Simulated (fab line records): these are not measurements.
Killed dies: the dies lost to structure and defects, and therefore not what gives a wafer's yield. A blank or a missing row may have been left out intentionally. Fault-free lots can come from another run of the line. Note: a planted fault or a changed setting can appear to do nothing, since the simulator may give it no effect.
The tool behind it: which one? / flow gf180mcu / 12 lots, 36 wafers sampled, at 2 steps of a route of 602

WHAT EACH GAUGE READ, for each wafer
GF_M1_THK_MEAS_06: measures by xrf.
lot=L075; measured=day 16 07:20; on=film_metro-04; M1_ALCU_THK (nm)=447 457 448
lot=L077; measured=day 17 02:28; on=film_metro-02; M1_ALCU_THK (nm)=457 462 455
lot=L079; measured=day 18 03:27; on=film_metro-04; M1_ALCU_THK (nm)=457 449 448
lot=L081; measured=day 18 21:24; on=film_metro-02; M1_ALCU_THK (nm)=457 447 442
lot=L083; measured=day 19 11:20; on=film_metro-01; M1_ALCU_THK (nm)=443 451 441
lot=L085; measured=day 20 09:04; on=film_metro-02; M1_ALCU_THK (nm)=442 448 444
lot=L087; measured=day 20 23:51; on=film_metro-01; M1_ALCU_THK (nm)=452 445 444
lot=L089; measured=day 21 17:30; on=film_metro-01; M1_ALCU_THK (nm)=450 446 442
lot=L091; measured=day 22 09:19; on=film_metro-01; M1_ALCU_THK (nm)=460 462 459
lot=L093; measured=day 23 05:10; on=film_metro-01; M1_ALCU_THK (nm)=454 456 448
lot=L095; measured=day 23 19:11; on=film_metro-04; M1_ALCU_THK (nm)=446 449 452
lot=L097; measured=day 24 11:33; on=film_metro-02; M1_ALCU_THK (nm)=445 444 447

TOOL THAT RAN EACH LOT (tool first, then ch and the chambers of the sampled wafers, then the start)
lot=L075; GF_SAB_STRIP_13=plasma_asher-02 ch 0,1, day 15 06:59
lot=L077; GF_SAB_STRIP_13=plasma_asher-02 ch 0,1, day 16 00:44
lot=L079; GF_SAB_STRIP_13=plasma_asher-02 ch 0,1, day 17 01:44
lot=L081; GF_SAB_STRIP_13=plasma_asher-02 ch 0,1, day 17 19:28
lot=L083; GF_SAB_STRIP_13=plasma_asher-04 ch 0,1, day 18 08:32
lot=L085; GF_SAB_STRIP_13=plasma_asher-02 ch 0,1, day 19 06:01
lot=L087; GF_SAB_STRIP_13=plasma_asher-04 ch 0, day 19 20:59
lot=L089; GF_SAB_STRIP_13=plasma_asher-02 ch 0,1, day 20 14:19
lot=L091; GF_SAB_STRIP_13=plasma_asher-04 ch 0,1, day 21 05:35
lot=L093; GF_SAB_STRIP_13=plasma_asher-02 ch 0,1, day 22 01:59
lot=L095; GF_SAB_STRIP_13=plasma_asher-01 ch 0,1, day 22 16:07
lot=L097; GF_SAB_STRIP_13=plasma_asher-04 ch 0,1, day 23 09:25
- GF_SAB_STRIP_13: strips in O2/N2.

THE ANSWER, worked out from the rows above alone
Rule: the lots themselves supply what counts as usual. The widest of any qualifying gaps counts: lots, ordered by their means at a reading, are off when they make up no more than a third of the lots, leave a main group of 4 or more, and stand apart from it by 3 or more times the standard deviation of that group's means. Not used: any main group whose means are identical at the precision the tables above print for the reading. A lot without any number at a reading at which 4 lots or more have one is off too. Where the step has rows for the other lots, those lots are counted as sound.
None of the lots is off at any reading shown; this tells nothing.

WHAT THE SIMULATOR HAD INSERTED
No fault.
